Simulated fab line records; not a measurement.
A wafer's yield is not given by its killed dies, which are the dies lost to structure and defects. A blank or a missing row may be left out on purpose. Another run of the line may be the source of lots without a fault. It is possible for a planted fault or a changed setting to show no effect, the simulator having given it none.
What tool caused it? + flow gf180mcu + Sampling: 7 lots, 21 wafers, 2 of 602 route steps

== WHAT EACH GAUGE READ, for each wafer ==
GF_M3_RS_MEAS_05: the measuring method here is four-point-probe.
| lot  | measured     | on           | M3_ALCU_RS (ohm/sq)  |
|------|--------------|--------------|----------------------|
| L137 | day 21 14:25 | filmMetro-01 | 0.0695 0.0701 0.0704 |
| L140 | day 23 04:28 | filmMetro-02 | 0.0690 0.0696 0.0693 |
| L145 | day 24 20:12 | filmMetro-01 | 0.0698 0.0692 0.0697 |
| L148 | day 25 09:53 | filmMetro-03 | 0.0695 0.0696 0.0701 |
| L149 | day 26 10:45 | filmMetro-01 | 0.0692 0.0701 0.0693 |
| L152 | day 26 21:37 | filmMetro-03 | 0.0690 0.0689 0.0696 |
| L156 | day 27 19:27 | filmMetro-02 | 0.0695 0.0691 0.0691 |

== EACH LOT AND THE TOOL THAT RAN IT (in order: tool; ch and the chambers of the sampled wafers; start) ==
| lot  | GF_M3_SPUTTER_04            |
|------|-----------------------------|
| L137 | pvdSputter-02, day 21 14:23 |
| L140 | pvdSputter-04, day 23 04:24 |
| L145 | pvdSputter-03, day 24 20:08 |
| L148 | pvdSputter-02, day 25 09:48 |
| L149 | pvdSputter-04, day 26 10:43 |
| L152 | pvdSputter-03, day 26 21:32 |
| L156 | pvdSputter-03, day 27 19:25 |
- GF_M3_SPUTTER_04: material TiN, target thk 50 nm, time 41.7 s.

== THE ANSWER, worked out from the rows above alone ==
Rule: the usual values come from the lots themselves. The widest of any qualifying gaps counts: lots, ordered by their means at a reading, are off when they make up no more than a third of the lots, leave a main group of 4 or more, and stand apart from it by 3 or more times the standard deviation of that group's means. The tables above print the reading to a certain number of digits; a main group whose means all agree to those digits is not used. A lot without any number at a reading at which 4 lots or more have one is off too. Any other lot the step has rows for is counted as sound.
Across all readings shown, no lot is off: no conclusion can be drawn from this.

== WHAT THE SIMULATOR PUT IN ==
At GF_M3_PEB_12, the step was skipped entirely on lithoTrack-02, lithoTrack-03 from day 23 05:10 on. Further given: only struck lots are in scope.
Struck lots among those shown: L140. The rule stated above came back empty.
